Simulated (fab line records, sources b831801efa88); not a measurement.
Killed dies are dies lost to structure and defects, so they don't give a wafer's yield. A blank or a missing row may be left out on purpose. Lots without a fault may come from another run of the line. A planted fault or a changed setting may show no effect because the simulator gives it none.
fab line records | flow sfq_line
record lots=7 wafers=21 last_day=93
route steps=325 shown I2@111 M3@118
lots that met no fault: from a run of the same line without faults
start_h: hours from the record's first day to the start of the lot's first wafer shown | wait_h: hours since the lot's step before | " the same as in the row above | L1.1+2: a row that stands for several wafers | - no value, or no start given | * or withheld: withheld | < > ~ a bound
route shown NAME@n: a module of which the file shows steps, and the number in the route of the first | usual: mean/standard deviation of fault-free wafers | same: alike in all rows | chamber/n: place in a boat | sites: the reading at each site | _std_site: their standard deviation | _edge_site: outer sites' mean less inner sites' | radius_mm: how far each site lies from the wafer's centre | mask NAME#n: copy n | behind: the tool/chamber that last shaped the wafer | hold: why the lot was held/for how many hours/how that ended | device: the transistor (n, p or np) that didn't switch | end of line: the same wafers' tests at the end of the route | a step without rows: its recipe alone | killed: dies lost to structure and defects at the first sort, not the wafer's yield | map: a wafer's dies, x killed, . not, _ none there
set.NAME: the setting as run; set.NAME@STEP: as run at that earlier step | model.NAME: the simulator's own value behind a step, which no gauge read
lots at some steps of the route; a table a step, a row a wafer
services: from which hour (start_h, from the record's first day; less than 0 if before it) a tool's chamber was out of use, for how many hours, and why
## steps
# step SFQ_TRILAYER_I2_VIA_LITHO_PEB_070
# recipe peb_temp_c=115 peb_time_s=60 resist=KrF
# step SFQ_TRILAYER_I2_VIA_LITHO_DEVELOP_069
# recipe time_s=60 resist=KrF
# step SFQ_I2_OVL_MEAS_918
# usual I2_OVL=-1/5.6
# columns lot.wafer tool chamber start_h wait_h I2_OVL[nm]
L781.3 overlay-02 - 879.57 0.1 1
L781.4 " - " " 1
L781.6 " - " " 6
L785.1 overlay-01 - 1039.39 0.1 5
L785.2 " - " " 8
L785.6 " - " " 4
L788.2 overlay-02 - 1051.22 0.1 -9
L788.5 " - " " -8
L788.6 " - " " -6
L790.1 overlay-01 - 1059.49 0.1 0
L790.2 " - " " -4
L790.6 " - " " 3
L791.1 overlay-01 - 1061.89 0.1 -6
L791.2 " - " " -4
L791.3 " - " " -9
L793.1 overlay-02 - 1067.89 0.1 10
L793.2 " - " " 1
L793.3 " - " " 6
L796.2 overlay-02 - 1075.10 0.1 -7
L796.4 " - " " -6
L796.5 " - " " 2
# step SFQ_TRILAYER_I2_VIA_BARC_OPEN_VIA_ETCH_096
# recipe mask_material=PR chemistry=O2 target_depth_nm=125 target=BARC source_w=500 bias_w=80 pressure_mtorr=30 time_s=41.7
# usual chamber_pressure_mTorr=30.000/0.028 drypump_motor_current_A=6.0/0.38 oes_product_au=0.685/0.0048 rf_fwd_power_W=494.6/2.2
# columns lot.wafer tool chamber start_h wait_h chamber_pressure_mTorr drypump_motor_current_A oes_product_au rf_fwd_power_W rf_hours_counter_h
L781.3 rie_diel-04 2 879.59 0.0 29.998 5.4 0.686 491.1 15
L781.4 " 3 " " 29.951 6.4 0.682 497.7 4
L781.6 " 0 " " 30.023 5.9 0.678 496.6 -
L785.1 rie_diel-02 0 1039.42 0.0 29.955 6.2 0.684 493.2 8
L785.2 " 1 " " 30.042 5.8 0.687 496.6 8
L785.6 " 1 " " 29.986 5.8 0.688 494.4 -
L788.2 rie_diel-01 1 1051.25 0.0 29.983 6.2 0.683 495.7 9
L788.5 " 1 " " 30.008 6.2 0.685 496.4 -
L788.6 " 3 " " 30.007 6.6 0.677 491.3 -
L790.1 rie_diel-02 0 1059.53 0.0 29.963 6.2 0.682 494.5 8
L790.2 " 1 " " 30.021 5.8 0.690 494.3 8
L790.6 " 2 " " 29.994 5.6 0.681 494.9 -
L791.1 rie_diel-01 0 1061.93 0.0 29.959 5.8 0.682 493.1 17
L791.2 " 1 " " 29.994 6.2 0.686 493.1 9
L791.3 " 3 " " 30.020 6.6 0.690 494.3 1
L793.1 rie_diel-01 3 1067.93 0.0 29.966 6.6 0.678 493.1 1
L793.2 " 1 " " 30.067 6.2 0.685 497.4 9
L793.3 " 0 " " 30.041 5.8 0.689 493.7 18
L796.2 rie_diel-01 3 1075.13 0.0 30.015 6.6 0.682 493.4 2
L796.4 " 3 " " 29.991 6.6 0.692 492.1 -
L796.5 " 1 " " 29.974 6.2 0.691 496.4 -
# step SFQ_TRILAYER_I2_VIA_ETCH_VIA_ETCH_070
# recipe target=SiO2 stop_on=Nb mask_material=PR taper_deg=20 chemistry=CHF3 target_depth_nm=260 source_w=500 bias_w=80 pressure_mtorr=30 time_s=withheld
# usual chamber_pressure_mTorr=29.999/0.028 drypump_motor_current_A=6.0/0.38 oes_product_au=0.854/0.0051 rf_fwd_power_W=498.2/1.5
# columns lot.wafer tool chamber start_h wait_h chamber_pressure_mTorr drypump_motor_current_A oes_product_au rf_fwd_power_W
L781.3 rie_diel-04 2 879.63 0.0 29.988 5.4 0.850 495.0
L781.4 " 3 " " 29.988 6.4 0.848 499.9
L781.6 " 0 " " 30.000 5.9 0.852 497.9
L785.1 rie_diel-02 0 1039.46 0.0 29.975 6.2 0.852 497.8
L785.2 " 1 " " 29.982 5.8 0.846 496.6
L785.6 " 1 " " 29.952 5.8 0.859 496.9
L788.2 rie_diel-01 1 1051.29 0.0 30.063 6.2 0.857 501.3
L788.5 " 1 " " 30.013 6.2 0.861 498.4
L788.6 " 3 " " 30.025 6.6 0.866 497.3
L790.1 rie_diel-02 0 1059.57 0.0 29.975 6.3 0.852 497.6
L790.2 " 1 " " 29.954 5.8 0.850 497.1
L790.6 " 2 " " 29.963 5.6 0.854 498.8
L791.1 rie_diel-01 0 1061.97 0.0 29.991 5.8 0.859 497.4
L791.2 " 1 " " 30.024 6.2 0.853 499.9
L791.3 " 3 " " 29.983 6.6 0.857 498.1
L793.1 rie_diel-01 3 1067.97 0.0 30.001 6.6 0.856 497.4
L793.2 " 1 " " 30.000 6.3 0.845 499.6
L793.3 " 0 " " 30.002 5.8 0.852 499.0
L796.2 rie_diel-01 3 1075.17 0.0 30.010 6.6 0.863 498.7
L796.4 " 3 " " 29.990 6.6 0.858 497.6
L796.5 " 1 " " 30.027 6.2 0.852 499.5
# step SFQ_TRILAYER_I2_VIA_STRIP_STRIP_071
# recipe gas=O2 power_w=200 platen_temp_c=40 overash_fraction=0.65 chemistry=O2 pressure_mtorr=50
# step SFQ_TRILAYER_I2_VIA_STRIP_SOLV_CLEAN_072
# recipe chemistry=NMP temp_c=70 time_s=600
# step SFQ_TRILAYER_M3_DEP_PRE_CLEAN_074
# recipe gas=Ar time_s=22.5 bias_v=250
# step SFQ_TRILAYER_M3_DEP_SPUTTER_073
# recipe material=Nb base_pressure_pa=1.33e-06 chamber_pressure_pa=0.1333 substrate_temp_c=20 resputter_cathode_voltage_v=400 target_thk_nm=200 power_w=2000 time_s=133.3
# usual throttle_valve_pct=29.8/0.79
# columns lot.wafer tool chamber start_h wait_h throttle_valve_pct
L781.3 pvd_sputter-06 - 880.55 0.0 29.4
L781.4 " - " " 28.1
L781.6 " - " " 29.9
L785.1 pvd_sputter-06 - 1040.98 0.0 30.5
L785.2 " - " " 28.4
L785.6 " - " " 29.6
L788.2 pvd_sputter-05 - 1052.21 0.0 31.1
L788.5 " - " " 29.5
L788.6 " - " " 30.3
L790.1 pvd_sputter-05 - 1060.48 0.0 30.3
L790.2 " - " " 29.3
L790.6 " - " " 29.4
L791.1 pvd_sputter-03 - 1062.88 0.0 30.0
L791.2 " - " " 29.4
L791.3 " - " " 30.3
L793.1 pvd_sputter-05 - 1069.66 0.0 30.9
L793.2 " - " " 30.4
L793.3 " - " " 29.2
L796.2 pvd_sputter-05 - 1076.08 0.0 30.4
L796.4 " - " " 29.7
L796.5 " - " " 29.5
# step SFQ_M3_RS_MEAS_919
# recipe thk_meas_gauge=four-point-probe reads=Nb_of_TRILAYER_M3_DEP_SPUTTER_073
# usual M3_NB_RS=0.891/0.0077
# columns lot.wafer tool chamber start_h wait_h M3_NB_RS[ohm/sq]
L781.3 film_metro-04 - 880.68 0.1 0.888
L781.4 " - " " 0.886
L781.6 " - " " 0.889
L785.1 film_metro-01 - 1041.07 0.0 0.882
L785.2 " - " " 0.883
L785.6 " - " " 0.890
L788.2 film_metro-03 - 1052.32 0.1 0.896
L788.5 " - " " 0.901
L788.6 " - " " 0.896
L790.1 film_metro-03 - 1060.57 0.0 0.890
L790.2 " - " " 0.903
L790.6 " - " " 0.894
L791.1 film_metro-04 - 1062.97 0.0 0.884
L791.2 " - " " 0.881
L791.3 " - " " 0.880
L793.1 film_metro-03 - 1069.75 0.0 0.882
L793.2 " - " " 0.891
L793.3 " - " " 0.894
L796.2 film_metro-03 - 1076.19 0.1 0.895
L796.4 " - " " 0.884
L796.5 " - " " 0.897
# step SFQ_TRILAYER_M3_LITHO_COAT_080
# recipe resist=BARC spin_rpm=3000 resist_thk_nm=62
# step SFQ_TRILAYER_M3_LITHO_COAT_075
# recipe resist=KrF spin_rpm=3000 resist_thk_nm=600
# usual dispense_pressure_kPa=46.6/0.48
# columns lot.wafer tool chamber start_h wait_h dispense_pressure_kPa model.KrF_of_TRILAYER_M3_LITHO_COAT_075.thk_nm
L781.3 litho_track-02 0 881.22 0.2 47.2 598.5
L781.4 " 0 " " 47.1 599.1
L781.6 " 0 " " 47.2 598.7
L785.1 litho_track-01 0 1041.55 0.2 46.2 601
L785.2 " 0 " " 46.2 600.5
L785.6 " 0 " " 46.1 600.8
L788.2 litho_track-01 0 1052.83 0.2 46.2 546.8
L788.5 " 0 " " 46.2 548.3
L788.6 " 0 " " 46.2 548.6
L790.1 litho_track-01 0 1061.05 0.2 46.2 598.2
L790.2 " 0 " " 46.1 546
L790.6 " 0 " " 46.1 546.4
L791.1 litho_track-01 0 1063.45 0.2 46.2 601.1
L791.2 " 0 " " 46.2 548.5
L791.3 " 0 " " 46.1 601.7
L793.1 litho_track-02 0 1070.23 0.2 47.2 601
L793.2 " 0 " " 47.2 601.5
L793.3 " 0 " " 47.1 602.6
L796.2 litho_track-04 0 1076.70 0.2 47.1 598.6
L796.4 " 0 " " 47.0 598.8
L796.5 " 0 " " 47.1 599.2
# step SFQ_TRILAYER_M3_LITHO_SOFTBAKE_079
# recipe temp_c=withheld time_s=withheld resist=KrF
# step SFQ_TRILAYER_M3_LITHO_EXPOSE_076
# recipe mask_id=M3 na=0.6 source_shape=conventional sigma_outer=0.65 target_cd_nm=500 dose_mj=14.4
# step SFQ_TRILAYER_M3_LITHO_PEB_078
# recipe peb_temp_c=115 peb_time_s=60 resist=KrF
# step SFQ_TRILAYER_M3_LITHO_DEVELOP_077
# recipe time_s=60 resist=KrF
# step SFQ_M3_OVL_MEAS_921
# usual M3_OVL=-4/6.1
# columns lot.wafer tool chamber start_h wait_h M3_OVL[nm]
L781.3 overlay-02 - 982.55 0.1 -1
L781.4 " - " " 1
L781.6 " - " " -1
L785.1 overlay-01 - 1167.20 0.1 -5
L785.2 " - " " 0
L785.6 " - " " -2
L788.2 overlay-02 - 1181.61 0.1 -9
L788.5 " - " " -4
L788.6 " - " " -10
L790.1 overlay-02 - 1186.40 0.1 -12
L790.2 " - " " -20
L790.6 " - " " -12
L791.1 overlay-01 - 1188.80 0.1 -3
L791.2 " - " " 0
L791.3 " - " " 3
L793.1 overlay-02 - 1193.20 0.1 -3
L793.2 " - " " 0
L793.3 " - " " 2
L796.2 overlay-02 - 1198.00 0.1 -2
L796.4 " - " " -6
L796.5 " - " " -9
# step SFQ_TRILAYER_M3_BARC_OPEN_METAL_ETCH_100
# recipe mask_material=PR chemistry=O2 target_depth_nm=125 target=BARC icp_w=600 bias_w=80 pressure_mtorr=10 time_s=41.7
# usual chamber_pressure_mTorr=10.001/0.009 drypump_motor_current_A=5.89/0.28 oes_product_au=0.685/0.0048 rf_fwd_power_W=592.6/2.5
# columns lot.wafer tool chamber start_h wait_h chamber_pressure_mTorr drypump_motor_current_A oes_product_au rf_fwd_power_W rf_hours_counter_h
L781.3 rie_metal-04 0 982.59 0.0 10.007 5.65 0.688 594.8 -
L781.4 " 1 " " 10.007 6.28 0.673 594.6 -
L781.6 " 1 " " 9.999 6.23 0.682 593.3 -
L785.1 rie_metal-03 1 1167.24 0.0 10.011 6.27 0.681 591.9 17
L785.2 " 1 " " 9.993 6.27 0.682 592.8 -
L785.6 " 1 " " 9.993 6.29 0.689 591.3 -
L788.2 rie_metal-04 0 1181.64 0.0 9.990 5.65 0.679 591.3 92
L788.5 " 0 " " 9.982 5.65 0.682 590.6 -
L788.6 " 1 " " 10.023 6.26 0.684 593.9 -
L790.1 rie_metal-01 0 1186.44 0.0 10.007 5.74 0.680 595.6 15
L790.2 " 1 " " 10.005 5.93 0.675 593.6 85
L790.6 " 1 " " 9.999 5.94 0.689 593.4 -
L791.1 rie_metal-03 0 1188.84 0.0 10.011 5.47 0.689 586.9 54
L791.2 " 1 " " 10.010 6.28 0.684 591.0 20
L791.3 " 1 " " 9.993 6.28 0.680 591.2 -
L793.1 rie_metal-04 1 1193.23 0.0 10.004 6.23 0.692 591.9 54
L793.2 " 0 " " 10.005 5.66 0.683 593.6 94
L793.3 " 0 " " 9.996 5.64 0.687 593.2 -
L796.2 rie_metal-04 1 1198.03 0.0 10.007 6.27 0.683 595.9 55
L796.4 " 0 " " 9.997 5.71 0.687 593.0 -
L796.5 " 0 " " 10.001 5.70 0.679 594.4 -
# step SFQ_TRILAYER_M3_ETCH_METAL_ETCH_078
# recipe target=Nb stop_on=SiO2 mask_material=PR chemistry=Cl2/Ar target_depth_nm=240 icp_w=600 bias_w=80 pressure_mtorr=10 time_s=120
# usual chamber_pressure_mTorr=10.001/0.0093 drypump_motor_current_A=5.90/0.27 oes_product_au=0.893/0.0061 rf_fwd_power_W=596.6/1.8
# columns lot.wafer tool chamber start_h wait_h chamber_pressure_mTorr drypump_motor_current_A oes_product_au rf_fwd_power_W rf_hours_counter_h model.KrF_of_TRILAYER_M3_LITHO_COAT_075.thk_nm
L781.3 rie_metal-04 0 982.67 0.1 9.986 5.67 0.893 594.9 - 379.7
L781.4 " 1 " " 10.005 6.22 0.894 596.6 - 378.3
L781.6 " 1 " " 9.983 6.24 0.886 598.0 - 379.6
L785.1 rie_metal-03 1 1167.36 0.1 10.000 6.28 0.902 595.6 17 383.9
L785.2 " 1 " " 10.004 6.28 0.899 600.0 - 384.1
L785.6 " 1 " " 10.006 6.26 0.888 598.1 - 384.3
L788.2 rie_metal-04 0 1181.70 0.0 10.006 5.68 0.890 597.7 92 328.7
L788.5 " 0 " " 9.992 5.68 0.889 599.1 - 329.3
L788.6 " 1 " " 10.004 6.24 0.890 599.3 - 329.7
L790.1 rie_metal-01 0 1186.50 0.0 9.992 5.79 0.895 597.2 15 380.5
L790.2 " 1 " " 10.004 5.93 0.893 596.7 85 329.3
L790.6 " 1 " " 9.995 5.93 0.898 596.1 - 329.2
L791.1 rie_metal-03 0 1188.90 0.0 10.009 5.43 0.895 596.1 54 384.7
L791.2 " 1 " " 10.001 6.26 0.898 597.3 20 332.1
L791.3 " 1 " " 10.012 6.30 0.904 599.2 - 386
L793.1 rie_metal-04 1 1193.31 0.1 9.982 6.23 0.898 598.6 54 381.4
L793.2 " 0 " " 10.015 5.66 0.895 595.9 94 382.9
L793.3 " 0 " " 10.006 5.66 0.893 594.5 - 385.1
L796.2 rie_metal-04 1 1198.11 0.1 10.002 6.26 0.896 595.7 55 378.9
L796.4 " 0 " " 10.015 5.72 0.894 596.1 - 379.3
L796.5 " 0 " " 9.991 5.72 0.894 595.6 - 381.5
# step SFQ_TRILAYER_M3_STRIP_STRIP_079
# recipe gas=O2 power_w=200 platen_temp_c=40 overash_fraction=0.65 chemistry=O2 pressure_mtorr=50
# usual chamber_pressure_mTorr=50.00/0.044 drypump_motor_current_A=5.90/0.27 oes_product_au=0.998/0.0067
# columns lot.wafer tool chamber start_h wait_h chamber_pressure_mTorr drypump_motor_current_A oes_product_au rf_hours_counter_h
L781.3 rie_metal-04 0 982.96 0.2 49.94 5.61 0.992 -
L781.4 " 1 " " 50.04 6.27 0.996 -
L781.6 " 1 " " 50.00 6.25 1.004 -
L785.1 rie_metal-03 1 1167.61 0.2 50.00 6.31 1.005 17
L785.2 " 1 " " 50.00 6.29 0.992 -
L785.6 " 1 " " 50.04 6.29 1.006 -
L788.2 rie_metal-04 0 1181.82 0.1 50.05 5.68 1.007 92
L788.5 " 0 " " 50.01 5.70 1.014 -
L788.6 " 1 " " 50.03 6.27 1.012 -
L790.1 rie_metal-01 0 1186.62 0.1 50.06 5.72 0.985 16
L790.2 " 1 " " 49.99 5.93 1.002 85
L790.6 " 1 " " 49.94 5.92 0.988 -
L791.1 rie_metal-03 0 1189.02 0.1 49.96 5.42 0.987 54
L791.2 " 1 " " 50.02 6.29 1.003 20
L791.3 " 1 " " 49.96 6.29 0.997 -
L793.1 rie_metal-04 1 1193.48 0.1 49.95 6.23 0.994 54
L793.2 " 0 " " 50.03 5.64 1.001 94
L793.3 " 0 " " 50.05 5.65 0.994 -
L796.2 rie_metal-04 1 1198.28 0.1 49.95 6.24 1.004 55
L796.4 " 0 " " 49.97 5.67 1.005 -
L796.5 " 0 " " 50.06 5.65 1.006 -
## services
# columns tool chamber start_h hours kind
rie_diel-02 - 869.17 15.6 pm
rie_diel-04 0 873.06 1.5 repair
rie_diel-02 - 884.77 14.6 pm
pvd_sputter-06 - 886.44 18.0 repair
rie_diel-04 2 886.74 3.8 repair
rie_metal-03 1 900.67 1.8 repair
rie_diel-02 2 906.29 14.2 repair
rie_diel-02 1 906.63 1.4 repair
rie_diel-01 - 925.61 2.8 pm
rie_diel-02 2 927.90 3.1 repair
rie_metal-04 0 954.06 2.3 repair
pvd_sputter-05 - 960.11 7.6 repair
rie_metal-03 - 979.56 0.2 repair
rie_diel-01 2 1008.99 132.0 repair
rie_diel-02 3 1013.96 8.4 repair
rie_diel-01 - 1043.32 0.7 repair
rie_diel-02 2 1066.52 8.0 repair
rie_diel-02 3 1076.52 6.0 repair
pvd_sputter-05 - 1079.82 2.5 repair
rie_metal-04 - 1114.09 28.1 pm
rie_diel-02 - 1119.51 0.2 repair
rie_metal-03 0 1154.76 14.4 repair
pvd_sputter-05 - 1190.22 0.9 repair
rie_metal-03 1 1192.11 18.5 repair
## key
first_sign none at tools or gauges
model_effect step=SFQ_TRILAYER_M3_LITHO_COAT_075 value=KrF_of_TRILAYER_M3_LITHO_COAT_075.thk_nm without=600.2 struck=547.4
model_effect step=SFQ_TRILAYER_M3_ETCH_METAL_ETCH_078 value=KrF_of_TRILAYER_M3_LITHO_COAT_075.thk_nm without=382.5 struck=329.7
met_at SFQ_TRILAYER_M3_LITHO_COAT_075
struck_wafers L788.2,L788.5,L788.6,L790.2,L790.6,L791.2
onset_between 1041.55 1052.83
fault kind=process_parameter_drift tool=litho_track-01 chamber=- onset_h=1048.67 steps=SFQ_TRILAYER_M3_LITHO_COAT_075 channel=resist_thk_nm offset=-52.743 shape=step end_h=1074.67 scope=struck_wafers_only acts_in=these_recipes_only stated=600
